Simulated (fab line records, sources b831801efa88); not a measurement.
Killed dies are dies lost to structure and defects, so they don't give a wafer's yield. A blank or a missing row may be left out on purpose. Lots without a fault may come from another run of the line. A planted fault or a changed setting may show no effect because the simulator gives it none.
A struck lot beside a sound one | flow gf180mcu | 14 steps out of a route of 602
Sound: wafers L871.1, L871.4, L871.6. Struck: wafers L874.2, L874.4, L874.6. The cause comes at the end.
At each step with rows: each side's tool, then ch and its chambers, then its first start. Under that, the readings that differ: sound wafers | struck wafers | difference of the means | sigmas: that difference in standard deviations of wafers without a fault.
alike: readings whose means differ by less than 2 such deviations, and words and numbers that are the same on both sides. not compared: withheld readings, readings that some wafer has no value for, bounds like >300 that may hide the same value, and numbers for which the record gives no deviation and whose values overlap.
The two part at a step that has a row with sigmas, a row that says differs or no value, or rows on one side only. Numbers that don't overlap but have no deviation are shown without sigmas and don't part them. A reading that every wafer of one side lacks parts them only if that side has two wafers or more.

GF_VT_IMPLANT_OVL_MEAS_18:
  sound on overlay-02, day 8 10:05; struck on overlay-02, day 9 00:02
  alike: VT_IMPLANT_01_OVL
then, 1 step without rows for these wafers: GF_VT_IMPLANT_IMPLANT_19.
GF_VT_IMPLANT_STRIP_20: strips in O2/N2.
  sound on plasma_asher-01 ch 0,1, day 8 10:16; struck on plasma_asher-03 ch 0,1, day 9 00:13
  alike: chamber_pressure_mTorr, drypump_motor_current_A, heater_power_w, oes_product_au, strip_time_to_endpoint_s
  not compared: rf_hours_counter_h
GF_VT_IMPLANT_TW_MEAS_21:
  sound on film_metro-02, day 8 10:22; struck on film_metro-03, day 9 00:20
  alike: VT_IMPLANT_2_TW
then, 7 steps without rows for these wafers: GF_VT_IMPLANT_DEHYDRATE_22 (time 60 s); GF_VT_IMPLANT_HMDS_23 (prime time 60 s); GF_VT_IMPLANT_COAT_24 (resist thk 1000 nm); GF_VT_IMPLANT_SOFTBAKE_25 (time 60 s); GF_VT_IMPLANT_EXPOSE_26 (exposes mask LVPWELL HV AREA, target cd 860 nm); GF_VT_IMPLANT_PEB_27; GF_VT_IMPLANT_DEVELOP_28 (develop time 60 s).
GF_VT_IMPLANT_OVL_MEAS_29:
  sound on overlay-01, day 9 01:51; struck on overlay-01, day 9 17:15
  alike: VT_IMPLANT_02_OVL
GF_VT_IMPLANT_IMPLANT_30:
  sound on implanter-01 ch 0, day 9 01:53; struck on implanter-01 ch 0, day 9 17:19
  reading                   | sound                | struck               | difference | sigmas
  beam_energy_keV           | 24.998 24.993 24.999 | 27.604 27.589 27.585 | +2.596     | +99 or more
  model.implant.rp_nm (nm)  | 83.43 83.43 83.43    | 84.8 84.8 84.8       | +1.4       |
  model.implant.drp_nm (nm) | 35.62 35.62 35.62    | 39.81 39.81 39.81    | +4.19      |
  alike: end_station_pressure_torr
GF_VT_IMPLANT_STRIP_31: strips in O2/N2.
  sound on plasma_asher-01 ch 0, day 9 02:02; struck on plasma_asher-03 ch 0,1, day 9 17:26
  reading                      | sound             | struck            | difference | sigmas
  strip_time_to_endpoint_s (s) | 12.58 12.60 12.58 | 12.72 12.70 12.69 | +0.12      | +3
  alike: chamber_pressure_mTorr, drypump_motor_current_A, heater_power_w, oes_product_au
  not compared: rf_hours_counter_h

WHERE THEY PART
First at GF_VT_IMPLANT_IMPLANT_30; last, within this record, at GF_VT_IMPLANT_STRIP_31.

WHY: what the simulator had put in
Process parameter drift: implanter-01, from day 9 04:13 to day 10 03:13, at GF_VT_IMPLANT_IMPLANT_30. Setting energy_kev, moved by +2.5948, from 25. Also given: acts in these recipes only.
